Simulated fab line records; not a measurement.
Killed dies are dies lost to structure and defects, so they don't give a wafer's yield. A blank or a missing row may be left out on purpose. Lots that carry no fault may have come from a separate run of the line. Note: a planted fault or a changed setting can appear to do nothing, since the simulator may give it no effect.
Which tool is to blame? || flow gf180mcu || 13 lots, 39 wafers sampled, at 2 steps of a route of 602

## WHAT THE GAUGES SHOWED, per wafer
GF_V1_THK_MEAS_01. Usual: V1_CVD_00_THK 598 nm, standard deviation 5.2.
{"lot": "L366", "measured": "day 16 23:35", "on": "filmMetro-03", "V1_CVD_00_THK (nm)": "601 602 593", "flag": ""}
{"lot": "L367", "measured": "day 17 06:43", "on": "filmMetro-03", "V1_CVD_00_THK (nm)": "601 602 598", "flag": ""}
{"lot": "L368", "measured": "day 17 17:39", "on": "filmMetro-03", "V1_CVD_00_THK (nm)": "607 603 607", "flag": ""}
{"lot": "L369", "measured": "day 18 00:47", "on": "filmMetro-02", "V1_CVD_00_THK (nm)": "607 608 603", "flag": ""}
{"lot": "L370", "measured": "day 18 10:28", "on": "filmMetro-02", "V1_CVD_00_THK (nm)": "600 599 603", "flag": ""}
{"lot": "L372", "measured": "day 19 09:15", "on": "filmMetro-02", "V1_CVD_00_THK (nm)": "601 594 593", "flag": ""}
{"lot": "L375", "measured": "day 20 16:07", "on": "filmMetro-01", "V1_CVD_00_THK (nm)": "591 598 590", "flag": ""}
{"lot": "L383", "measured": "day 23 21:38", "on": "filmMetro-02", "V1_CVD_00_THK (nm)": "601 599 597", "flag": ""}
{"lot": "L384", "measured": "day 24 02:32", "on": "filmMetro-03", "V1_CVD_00_THK (nm)": "587 588 589", "flag": ""}
{"lot": "L385", "measured": "day 24 10:59", "on": "filmMetro-02", "V1_CVD_00_THK (nm)": "587 608 601", "flag": ""}
{"lot": "L387", "measured": "day 24 23:55", "on": "filmMetro-03", "V1_CVD_00_THK (nm)": "596 594 597", "flag": ""}
{"lot": "L386", "measured": "day 25 00:04", "on": "filmMetro-02", "V1_CVD_00_THK (nm)": "604 589 601", "flag": ""}
{"lot": "L389", "measured": "day 25 08:11", "on": "filmMetro-03", "V1_CVD_00_THK (nm)": "600 593 594", "flag": ""}

## TOOL THAT RAN EACH LOT (tool first, then ch and the chambers of the sampled wafers, then the start)
{"lot": "L366", "GF_SALICIDE_RTA_06": "rtpAnneal-02 ch 0, day 15 00:54"}
{"lot": "L367", "GF_SALICIDE_RTA_06": "rtpAnneal-02 ch 0, day 15 06:25"}
{"lot": "L368", "GF_SALICIDE_RTA_06": "rtpAnneal-02 ch 0, day 15 18:46"}
{"lot": "L369", "GF_SALICIDE_RTA_06": "rtpAnneal-01 ch 0, day 16 01:26"}
{"lot": "L370", "GF_SALICIDE_RTA_06": "rtpAnneal-02 ch 0, day 16 09:25"}
{"lot": "L372", "GF_SALICIDE_RTA_06": "rtpAnneal-01 ch 0, day 17 05:51"}
{"lot": "L375", "GF_SALICIDE_RTA_06": "rtpAnneal-01 ch 0, day 18 11:36"}
{"lot": "L383", "GF_SALICIDE_RTA_06": "rtpAnneal-02 ch 0, day 21 19:49"}
{"lot": "L384", "GF_SALICIDE_RTA_06": "rtpAnneal-02 ch 0, day 22 01:14"}
{"lot": "L385", "GF_SALICIDE_RTA_06": "rtpAnneal-01 ch 0, day 22 10:22"}
{"lot": "L387", "GF_SALICIDE_RTA_06": "rtpAnneal-02 ch 0, day 22 23:53"}
{"lot": "L386", "GF_SALICIDE_RTA_06": "rtpAnneal-02 ch 0, day 23 00:42"}
{"lot": "L389", "GF_SALICIDE_RTA_06": "rtpAnneal-01 ch 0, day 23 08:07"}
- GF_SALICIDE_RTA_06: time 30 s.

## WHAT THE TOOLS THEMSELVES READ (means of the sampled wafers that have a number; where no wafer has one, the mark that the record gives instead)
GF_SALICIDE_RTA_06. Usual: lampPowerPct 6.98 %, standard deviation 0.17; wafer_temp_C_max 532.6, standard deviation 0.56.
{"lot": "L366", "tool": "rtpAnneal-02", "lampPowerPct (%)": 7.12, "wafer_temp_C_max": 533.3, "flag": ""}
{"lot": "L367", "tool": "rtpAnneal-02", "lampPowerPct (%)": 7.12, "wafer_temp_C_max": 532.6, "flag": ""}
{"lot": "L368", "tool": "rtpAnneal-02", "lampPowerPct (%)": 7.13, "wafer_temp_C_max": 532.7, "flag": ""}
{"lot": "L369", "tool": "rtpAnneal-01", "lampPowerPct (%)": 6.80, "wafer_temp_C_max": 532.5, "flag": ""}
{"lot": "L370", "tool": "rtpAnneal-02", "lampPowerPct (%)": 7.13, "wafer_temp_C_max": 533.0, "flag": ""}
{"lot": "L372", "tool": "rtpAnneal-01", "lampPowerPct (%)": 6.80, "wafer_temp_C_max": 532.4, "flag": ""}
{"lot": "L375", "tool": "rtpAnneal-01", "lampPowerPct (%)": 6.80, "wafer_temp_C_max": 532.4, "flag": ""}
{"lot": "L383", "tool": "rtpAnneal-02", "lampPowerPct (%)": 7.13, "wafer_temp_C_max": 532.8, "flag": ""}
{"lot": "L384", "tool": "rtpAnneal-02", "lampPowerPct (%)": 7.14, "wafer_temp_C_max": 533.3, "flag": ""}
{"lot": "L385", "tool": "rtpAnneal-01", "lampPowerPct (%)": 6.80, "wafer_temp_C_max": 532.3, "flag": ""}
{"lot": "L387", "tool": "rtpAnneal-02", "lampPowerPct (%)": 7.12, "wafer_temp_C_max": 532.3, "flag": ""}
{"lot": "L386", "tool": "rtpAnneal-02", "lampPowerPct (%)": 7.13, "wafer_temp_C_max": 531.9, "flag": ""}
{"lot": "L389", "tool": "rtpAnneal-01", "lampPowerPct (%)": 6.80, "wafer_temp_C_max": 532.6, "flag": ""}

## THE ANSWER, worked out from the rows above alone
Rule: lot off if the mean of its wafers having a number is beyond 3 standard deviations from the usual mean. Also off: a lot with no number at a reading for which 4 or more lots have one. The other lots that the step has rows for count as sound. After the gauges, taken in route order, come the tools' own readings; for these a lot's mean is taken, as printed above. The first step at which some lot is off is used, and at that step the reading that is off furthest; a lot without a number counts as furthest.
None of the lots is off at any reading shown; this tells nothing.

## WHAT WAS PUT IN BY THE SIMULATOR
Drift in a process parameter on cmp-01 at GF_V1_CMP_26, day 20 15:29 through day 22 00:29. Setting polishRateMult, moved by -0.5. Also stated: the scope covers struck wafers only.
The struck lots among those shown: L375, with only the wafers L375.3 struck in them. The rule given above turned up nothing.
